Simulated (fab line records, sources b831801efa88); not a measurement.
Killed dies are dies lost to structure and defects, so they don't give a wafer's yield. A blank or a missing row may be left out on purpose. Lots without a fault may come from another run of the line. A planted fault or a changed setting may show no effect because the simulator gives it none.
A struck lot beside a sound one | flow gf180mcu | 43 steps out of a route of 602
Sound: wafers L878.1, L878.2, L878.3. Struck: wafers L865.1, L865.2, L865.3. The cause comes at the end.
At each step with rows: each side's tool, then ch and its chambers, then its first start. Under that, the readings that differ: sound wafers | struck wafers | difference of the means | sigmas: that difference in standard deviations of wafers without a fault.
alike: readings whose means differ by less than 2 such deviations, and words and numbers that are the same on both sides. not compared: withheld readings, readings that some wafer has no value for, bounds like >300 that may hide the same value, and numbers for which the record gives no deviation and whose values overlap.
The two part at a step that has a row with sigmas, a row that says differs or no value, or rows on one side only. Numbers that don't overlap but have no deviation are shown without sigmas and don't part them. A reading that every wafer of one side lacks parts them only if that side has two wafers or more.

first, 1 step without rows for these wafers: GF_LVPWELL_IMPLANT_09.
GF_LVPWELL_STRIP_10: strips in O2/N2.
  sound on plasma_asher-02 ch 0,1, day 7 16:56; struck on plasma_asher-02 ch 0,1, day 4 12:59
  alike: chamber_pressure_mTorr, drypump_motor_current_A, heater_power_w, oes_product_au, strip_time_to_endpoint_s
  not compared: rf_hours_counter_h
GF_LVPWELL_TW_MEAS_11:
  sound on film_metro-03, day 7 17:04; struck on film_metro-04, day 4 13:05
  alike: LVPWELL_TW
then, 7 steps without rows for these wafers: GF_MVSD_DEHYDRATE_00 (time 60 s); GF_MVSD_HMDS_01 (prime time 60 s); GF_MVSD_COAT_02 (resist thk 3000 nm); GF_MVSD_SOFTBAKE_03; GF_MVSD_EXPOSE_04 (exposes mask MVSD, target cd 1000 nm); GF_MVSD_PEB_05; GF_MVSD_DEVELOP_06 (develop time 60 s).
GF_MVSD_OVL_MEAS_07:
  sound on overlay-01, day 8 09:33; struck on overlay-02, day 5 03:12
  alike: MVSD_OVL
then, 1 step without rows for these wafers: GF_MVSD_IMPLANT_08.
GF_MVSD_IMPLANT_09:
  sound on implanter-03 ch 0, day 8 09:44; struck on implanter-02, day 5 03:23
  no value came back on the struck wafers for beam_energy_keV, beam_on_s (s), implant_ion_amu; on the sound wafers beam_energy_keV reads 99.993 100.09 99.982
GF_MVSD_STRIP_10: strips in O2/N2.
  sound on plasma_asher-01 ch 0,1, day 8 09:53; struck on plasma_asher-01 ch 0,1, day 5 03:32
  alike: chamber_pressure_mTorr, drypump_motor_current_A, heater_power_w, oes_product_au, strip_time_to_endpoint_s
  not compared: rf_hours_counter_h
GF_MVSD_TW_MEAS_11:
  sound on film_metro-01, day 8 09:59; struck on film_metro-01, day 5 03:38
  reading | sound          | struck         | difference | sigmas
  MVSD_TW | 1565 1562 1559 | 1503 1503 1501 | -60        | -4
then, 7 steps without rows for these wafers: GF_MVPSD_DEHYDRATE_00 (time 60 s); GF_MVPSD_HMDS_01 (prime time 60 s); GF_MVPSD_COAT_02 (resist thk 3000 nm); GF_MVPSD_SOFTBAKE_03; GF_MVPSD_EXPOSE_04 (exposes mask MVPSD, target cd 1000 nm); GF_MVPSD_PEB_05; GF_MVPSD_DEVELOP_06 (develop time 60 s).
GF_MVPSD_OVL_MEAS_07:
  sound on overlay-01, day 9 02:02; struck on overlay-02, day 5 18:24
  alike: MVPSD_OVL
then, 2 steps without rows for these wafers: GF_MVPSD_IMPLANT_08; GF_MVPSD_IMPLANT_09.
GF_MVPSD_STRIP_10: strips in O2/N2.
  sound on plasma_asher-03 ch 0,1, day 9 02:22; struck on plasma_asher-03 ch 0,1, day 5 18:44
  alike: chamber_pressure_mTorr, drypump_motor_current_A, heater_power_w, oes_product_au, strip_time_to_endpoint_s
  not compared: rf_hours_counter_h
GF_MVPSD_TW_MEAS_11:
  sound on film_metro-04, day 9 02:28; struck on film_metro-04, day 5 18:50
  alike: MVPSD_TW
then, 7 steps without rows for these wafers: GF_VT_IMPLANT_DEHYDRATE_00 (time 60 s); GF_VT_IMPLANT_HMDS_01 (prime time 60 s); GF_VT_IMPLANT_COAT_02 (resist thk 1000 nm); GF_VT_IMPLANT_SOFTBAKE_03 (time 60 s); GF_VT_IMPLANT_EXPOSE_04 (exposes mask LVPWELL LV AREA, target cd 600 nm); GF_VT_IMPLANT_PEB_05; GF_VT_IMPLANT_DEVELOP_06 (develop time 60 s).
GF_VT_IMPLANT_OVL_MEAS_07:
  sound on overlay-01, day 9 19:35; struck on overlay-02, day 6 09:07
  reading             | sound          | struck      | difference | sigmas
  VT_IMPLANT_OVL (nm) | -0.8 -0.3 -1.3 | 3.1 3.0 1.6 | +3.4       | +2
then, 1 step without rows for these wafers: GF_VT_IMPLANT_IMPLANT_08.
GF_VT_IMPLANT_STRIP_09: strips in O2/N2.
  sound on plasma_asher-02 ch 0,1, day 9 19:46; struck on plasma_asher-04 ch 0,1, day 6 09:18
  alike: chamber_pressure_mTorr, drypump_motor_current_A, heater_power_w, oes_product_au, strip_time_to_endpoint_s
  not compared: rf_hours_counter_h
GF_VT_IMPLANT_TW_MEAS_10:
  sound on film_metro-02, day 9 19:52; struck on film_metro-02, day 6 09:24
  alike: VT_IMPLANT_TW
then, 4 steps without rows for these wafers: GF_VT_IMPLANT_DEHYDRATE_11 (time 60 s); GF_VT_IMPLANT_HMDS_12 (prime time 60 s); GF_VT_IMPLANT_COAT_13 (resist thk 1000 nm); GF_VT_IMPLANT_SOFTBAKE_14 (time 60 s).
-- the record jumps here: 2 days lie between the struck wafers' starts before and after --
GF_VT_IMPLANT_RS_MEAS_46: measures by four-point-probe.
  sound on film_metro-01, day 12 03:31; struck on film_metro-04, day 8 10:33
  reading          | sound             | struck | difference                    | sigmas
  MVSD_RS (ohm/sq) | 456.1 454.6 454.1 | - - -  | no value on the struck wafers |

WHERE THEY PART
First at GF_MVSD_IMPLANT_09; last, within this record, at GF_VT_IMPLANT_RS_MEAS_46.

WHY: what the simulator had put in
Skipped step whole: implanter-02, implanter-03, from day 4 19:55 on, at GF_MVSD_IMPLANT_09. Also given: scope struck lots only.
